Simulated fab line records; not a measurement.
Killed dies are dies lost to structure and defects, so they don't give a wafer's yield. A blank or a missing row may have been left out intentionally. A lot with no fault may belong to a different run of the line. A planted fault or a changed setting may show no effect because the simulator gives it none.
fab line records	flow sky130
record lots=12	wafers=36	lastDay=50
route steps=708 shown SONOS_ONO@185 POLY_GATE@236 LDD_HVP@286 POLY_CUT@317
lots untouched by any fault: they come from a run of this same line in which no faults occurred
startH: start of the lot's first displayed wafer, in hours after the record's first day	waitH: hours from the lot's prior step to this one	" as in the row above	L1.1+2: a single row standing in for several wafers	- either no value or no given start	* or withheld: withheld	< > ~ a bound
route shown NAME@n: NAME is a module with steps in the file, n the number in the route of the first one	usual: mean/standard deviation taken from wafers without a fault	same: alike in all rows	chamber/n: place in a boat	sites: readings site by site	_std_site: the standard deviation of these	_edge_site: mean of outer sites minus mean of inner sites	radiusMm: for every site, how far away it sits from the centre of the wafer	mask NAME#n: copy n	behind: the most recent tool/chamber to have shaped the wafer	hold: why the lot was held/for how many hours/how that ended	device: the transistor (n, p or np) that didn't switch	end of line: tests of these same wafers at the route's end	step lacking rows: just its recipe	killed: dies lost to structure and defects at the first sort, not the wafer's yield	map: a wafer's dies, marking killed ones x, the rest . and places with no die _
set.NAME: setting as actually run; set.NAME@STEP: the setting as run at that earlier step	model.NAME: the simulator's own value behind a step, which no gauge read
route steps across a sampled set of lots; one table per step, one row per wafer
services: when a tool's chamber went out of use (startH, in hours from the record's first day, below 0 if earlier), for how many hours, and the reason
## steps
# step SKY_SONOS_ONO_STRIP_17
# recipe chemistry=O2/N2	powerW=1400	pressureMtorr=1500	platenTempC=withheld	o2FlowSccm=3000	n2FlowSccm=300	overashFraction=0.5
# usual drypumpMotorCurrentA=6.0/0.39	oesProductAu=0.709/0.0049	stripTimeToEndpointS=14.10/0.047
lot.wafer	tool	chamber	startH	waitH	drypumpMotorCurrentA	oesProductAu	rfHoursCounterH	stripTimeToEndpointS
L314.1	plasmaAsher-02	0	287.28	0.0	6.2	0.718	46	13.98
L314.3	"	0	"	"	6.2	0.717	-	13.98
L314.5	"	1	"	"	6.0	0.706	-	14.00
L315.1	plasmaAsher-02	0	288.48	0.0	6.2	0.715	46	14.19
L315.2	"	1	"	"	6.0	0.709	46	14.15
L315.5	"	1	"	"	6.0	0.704	-	14.14
L316.2	plasmaAsher-04	1	299.79	0.0	5.4	0.703	18	14.10
L316.4	"	0	"	"	5.5	0.709	-	14.04
L316.6	"	0	"	"	5.5	0.704	-	14.06
L317.4	plasmaAsher-04	1	301.67	0.0	5.4	0.709	-	14.08
L317.5	"	0	"	"	5.5	0.707	-	14.05
L317.6	"	1	"	"	5.4	0.705	-	14.10
L324.3	plasmaAsher-03	1	357.86	0.0	6.3	0.704	-	14.14
L324.4	"	0	"	"	6.6	0.703	-	14.09
L324.6	"	0	"	"	6.6	0.709	-	14.16
L325.3	plasmaAsher-02	1	364.66	0.0	6.0	0.717	-	14.08
L325.5	"	0	"	"	6.2	0.709	-	14.14
L325.6	"	1	"	"	5.9	0.704	-	14.11
L330.2	plasmaAsher-03	1	406.08	0.0	6.3	0.711	72	14.11
L330.5	"	1	"	"	6.2	0.707	-	14.08
L330.6	"	0	"	"	6.6	0.711	-	14.11
L332.1	plasmaAsher-03	1	434.63	0.0	6.3	0.710	75	14.08
L332.2	"	0	"	"	6.6	0.705	75	14.06
L332.4	"	0	"	"	6.6	0.706	-	14.08
L334.2	plasmaAsher-02	0	443.88	0.0	6.1	0.713	59	14.12
L334.3	"	1	"	"	5.9	0.718	-	14.15
L334.5	"	1	"	"	6.0	0.709	-	14.11
L335.1	plasmaAsher-02	1	450.29	0.0	6.0	0.712	59	14.11
L335.2	"	0	"	"	6.2	0.703	59	14.07
L335.6	"	0	"	"	6.1	0.713	-	14.05
L336.2	plasmaAsher-03	1	460.09	0.0	6.3	0.711	77	14.08
L336.5	"	1	"	"	6.3	0.719	-	14.14
L336.6	"	0	"	"	6.6	0.711	-	14.10
L337.1	plasmaAsher-02	1	470.43	0.0	6.0	0.701	61	14.12
L337.4	"	1	"	"	6.0	0.710	-	14.11
L337.5	"	1	"	"	6.0	0.706	-	14.09
# step SKY_POLY_GATE_CD_MEAS_22
# usual cdNm=150.7/2.1
lot.wafer	tool	chamber	startH	waitH	cdNm
L314.1	cdSem-01	-	375.26	0.1	150.5
L314.3	"	-	"	"	148.9
L314.5	"	-	"	"	149.1
L315.1	cdSem-01	-	380.96	0.1	151.6
L315.2	"	-	"	"	151.1
L315.5	"	-	"	"	150.6
L316.2	cdSem-02	-	396.55	0.1	151.5
L316.4	"	-	"	"	151.4
L316.6	"	-	"	"	151.2
L317.4	cdSem-01	-	396.58	0.1	151.6
L317.5	"	-	"	"	151.9
L317.6	"	-	"	"	151.7
L324.3	cdSem-02	-	462.61	0.1	152.7
L324.4	"	-	"	"	147.6
L324.6	"	-	"	"	151.4
L325.3	cdSem-02	-	467.64	0.1	152.7
L325.5	"	-	"	"	150.5
L325.6	"	-	"	"	154.2
L330.2	cdSem-02	-	510.89	0.1	150.1
L330.5	"	-	"	"	152.1
L330.6	"	-	"	"	150.5
L332.1	cdSem-01	-	536.64	0.1	151.2
L332.2	"	-	"	"	152.1
L332.4	"	-	"	"	150.8
L334.2	cdSem-01	-	545.60	0.1	151.6
L334.3	"	-	"	"	151.8
L334.5	"	-	"	"	150.7
L335.1	cdSem-02	-	550.62	0.1	152.7
L335.2	"	-	"	"	148.0
L335.6	"	-	"	"	153.3
L336.2	cdSem-02	-	559.76	0.1	152.8
L336.5	"	-	"	"	150.3
L336.6	"	-	"	"	151.7
L337.1	cdSem-01	-	571.22	0.1	151.0
L337.4	"	-	"	"	153.6
L337.5	"	-	"	"	151.4
# step SKY_LDD_HVP_IMPLANT_08
# recipe species=B	energyKev=20	doseCm2=1.7e+13	tiltDeg=17.9
# usual doseIonsCm2=1.6998e+13/1.6e+10	faradayCurrentUA=95.9/1.9
# same implantIonAmu=11
lot.wafer	tool	chamber	startH	waitH	doseIonsCm2	faradayCurrentUA
L314.1	implanter-03	0	499.40	0.0	1.6983e+13	98.1
L314.3	"	0	"	"	1.6976e+13	96.3
L314.5	"	0	"	"	1.7005e+13	96.8
L315.1	implanter-03	0	503.51	0.0	1.6991e+13	96.2
L315.2	"	0	"	"	1.7022e+13	101.0
L315.5	"	0	"	"	1.7024e+13	100.8
L317.4	implanter-04	0	519.13	0.1	1.7001e+13	97.5
L317.5	"	0	"	"	1.6988e+13	93.7
L317.6	"	0	"	"	1.7007e+13	96.2
L316.2	implanter-02	0	519.48	0.0	1.7021e+13	96.4
L316.4	"	0	"	"	1.7041e+13	96.6
L316.6	"	0	"	"	1.7003e+13	96.0
L324.3	implanter-04	0	585.26	0.1	2.6076e+13	149.3
L324.4	"	0	"	"	2.6074e+13	146.7
L324.6	"	0	"	"	2.6038e+13	145.7
L325.3	implanter-04	0	589.70	0.1	2.6068e+13	142.0
L325.5	"	0	"	"	2.6096e+13	145.2
L325.6	"	0	"	"	2.606e+13	145.4
L330.2	implanter-03	0	628.88	0.1	1.7001e+13	94.9
L330.5	"	0	"	"	1.7022e+13	96.7
L330.6	"	0	"	"	1.6996e+13	96.6
L332.1	implanter-03	0	652.75	0.0	1.7011e+13	97.7
L332.2	"	0	"	"	1.6994e+13	96.1
L332.4	"	0	"	"	1.7005e+13	96.3
L334.2	implanter-03	0	662.18	0.0	1.7012e+13	94.2
L334.3	"	0	"	"	1.7003e+13	95.4
L334.5	"	0	"	"	1.6988e+13	98.3
L335.1	implanter-03	0	667.91	0.0	1.7031e+13	97.5
L335.2	"	0	"	"	1.7009e+13	95.4
L335.6	"	0	"	"	1.7008e+13	93.4
L336.2	implanter-04	0	675.68	0.0	1.6988e+13	94.9
L336.5	"	0	"	"	1.698e+13	97.6
L336.6	"	0	"	"	1.6988e+13	97.6
L337.1	implanter-04	0	685.66	0.0	1.7002e+13	97.9
L337.4	"	0	"	"	1.7007e+13	93.4
L337.5	"	0	"	"	1.6969e+13	95.3
# step SKY_LDD_HVP_TW_MEAS_10
# usual LDD_HVP_TW=450/3.7
lot.wafer	tool	chamber	startH	waitH	LDD_HVP_TW
L314.1	filmMetro-04	-	499.65	0.1	451
L314.3	"	-	"	"	453
L314.5	"	-	"	"	451
L315.1	filmMetro-03	-	503.76	0.1	449
L315.2	"	-	"	"	450
L315.5	"	-	"	"	450
L317.4	filmMetro-04	-	519.34	0.1	449
L317.5	"	-	"	"	448
L317.6	"	-	"	"	451
L316.2	filmMetro-04	-	519.71	0.1	448
L316.4	"	-	"	"	451
L316.6	"	-	"	"	448
L324.3	filmMetro-01	-	585.48	0.1	525
L324.4	"	-	"	"	522
L324.6	"	-	"	"	521
L325.3	filmMetro-01	-	589.92	0.1	521
L325.5	"	-	"	"	521
L325.6	"	-	"	"	521
L330.2	filmMetro-03	-	629.12	0.1	448
L330.5	"	-	"	"	450
L330.6	"	-	"	"	453
L332.1	filmMetro-01	-	653.00	0.1	454
L332.2	"	-	"	"	454
L332.4	"	-	"	"	455
L334.2	filmMetro-03	-	662.41	0.1	443
L334.3	"	-	"	"	442
L334.5	"	-	"	"	443
L335.1	filmMetro-04	-	668.16	0.1	452
L335.2	"	-	"	"	453
L335.6	"	-	"	"	455
L336.2	filmMetro-04	-	675.92	0.1	453
L336.5	"	-	"	"	453
L336.6	"	-	"	"	451
L337.1	filmMetro-03	-	685.91	0.1	451
L337.4	"	-	"	"	447
L337.5	"	-	"	"	447
# step SKY_POLY_CUT_ETCH_10
# recipe chemistry=N2/H2	target=BARC	ionEnergyEv=200	sourceW=500	biasW=100	pressureMtorr=30	n2FlowSccm=100	h2FlowSccm=200	stopOn=SiO2	timeS=46.85	targetDepthA=600
# usual drypumpMotorCurrentA=5.7/0.42	oesProductAu=0.848/0.0047	throttleValvePct=13.225/0.0084
lot.wafer	tool	chamber	startH	waitH	drypumpMotorCurrentA	oesProductAu	rfHoursCounterH	throttleValvePct
L314.1	rieDiel-01	0	562.68	0.0	5.4	0.845	6	13.236
L314.3	"	2	"	"	4.9	0.846	16	13.228
L314.5	"	2	"	"	4.9	0.841	-	13.213
L315.1	rieDiel-02	2	565.48	0.0	6.4	0.844	62	13.235
L315.2	"	0	"	"	5.0	0.848	73	13.237
L315.5	"	2	"	"	6.4	0.852	-	13.208
L317.4	rieDiel-02	1	581.45	0.0	5.8	0.841	-	13.227
L317.5	"	3	"	"	6.0	0.849	-	13.225
L317.6	"	2	"	"	6.4	0.849	-	13.207
L316.2	rieDiel-04	3	582.58	0.0	5.2	0.842	11	13.228
L316.4	"	1	"	"	6.1	0.847	60	13.237
L316.6	"	2	"	"	5.8	0.851	-	13.214
L324.3	rieDiel-04	3	644.78	0.0	5.2	0.850	12	13.221
L324.4	"	1	"	"	6.1	0.852	62	13.215
L324.6	"	1	"	"	6.1	0.853	-	13.212
L325.3	rieDiel-01	3	648.73	0.0	5.7	0.843	14	13.225
L325.5	"	3	"	"	5.7	0.845	-	13.229
L325.6	"	2	"	"	4.9	0.839	-	13.228
L330.2	rieDiel-04	3	687.43	0.0	5.2	0.849	14	13.229
L330.5	"	0	"	"	5.8	0.839	-	13.232
L330.6	"	3	"	"	5.2	0.847	-	13.229
L332.1	rieDiel-01	1	711.48	0.0	5.5	0.842	11	13.223
L332.2	"	0	"	"	5.4	0.847	9	13.236
L332.4	"	3	"	"	5.7	0.843	15	13.216
L334.2	rieDiel-04	2	720.18	0.0	5.7	0.854	13	13.222
L334.3	"	1	"	"	6.1	0.851	1	13.233
L334.5	"	0	"	"	5.8	0.842	-	13.233
L335.1	rieDiel-02	3	726.83	0.0	6.0	0.842	6	13.213
L335.2	"	2	"	"	6.4	0.856	1	13.232
L335.6	"	2	"	"	6.4	0.850	-	13.221
L336.2	rieDiel-04	0	735.11	0.0	5.8	0.844	10	13.209
L336.5	"	3	"	"	5.2	0.854	-	13.229
L336.6	"	2	"	"	5.7	0.855	-	13.231
L337.1	rieDiel-04	0	742.93	0.0	5.8	0.854	11	13.233
L337.4	"	3	"	"	5.2	0.840	15	13.233
L337.5	"	3	"	"	5.2	0.846	-	13.228
## services
tool	chamber	startH	hours	kind
rieDiel-04	-	275.92	2.8	pm
plasmaAsher-02	-	276.26	2.8	pm
rieDiel-04	2	295.86	9.4	repair
plasmaAsher-02	-	301.80	0.9	repair
plasmaAsher-02	-	307.46	35.1	pm
plasmaAsher-03	-	332.07	2.8	pm
implanter-04	-	333.25	4.7	repair
rieDiel-04	0	337.88	21.9	repair
rieDiel-04	2	363.67	9.8	repair
rieDiel-04	3	375.92	6.3	repair
rieDiel-04	1	394.20	1.6	repair
rieDiel-04	3	394.31	8.9	repair
rieDiel-04	2	406.89	4.5	repair
implanter-04	-	421.18	2.0	repair
implanter-04	-	434.04	4.1	pm
implanter-03	-	511.64	3.7	pm
implanter-04	-	562.68	6.6	repair
implanter-03	-	576.57	1.5	repair
rieDiel-04	2	584.78	21.2	repair
rieDiel-04	0	589.18	3.6	repair
implanter-03	-	643.45	1.5	repair
rieDiel-04	3	661.06	14.2	repair
implanter-03	-	722.65	4.2	pm
implanter-03	-	737.28	2.6	repair
## key
firstSign step=SKY_LDD_HVP_IMPLANT_08	reading=doseIonsCm2	direction=up	sigmas=99+	usual=*	struck=*
effect step=SKY_LDD_HVP_IMPLANT_08	reading=faradayCurrentUA	direction=up	sigmas=26	usual=95.9	struck=145.7
effect step=SKY_LDD_HVP_TW_MEAS_10	reading=LDD_HVP_TW	direction=up	sigmas=19	usual=450	struck=522
metAt SKY_LDD_HVP_IMPLANT_08
struckLots L324,L325
testerLeftOut L324,L325
notActingAt SKY_SONOS_ONO_STRIP_17,SKY_POLY_GATE_CD_MEAS_22,SKY_POLY_CUT_ETCH_10
onsetBetween 519.13 585.26
fault kind=processParameterDrift	tool=implanter-04	chamber=-	onsetH=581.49	steps=SKY_LDD_HVP_IMPLANT_08	channel=doseCm2	offset=*	shape=step	endH=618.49	actsIn=*	stated=*
# testerLeftOut: of these lots the tester's yield and bins aren't shown, on N5 and GAA mostly nor the transistor test; their killed dies are dies lost to structure and defects alone, not to doping, threshold or leakage, so they don't give the yield
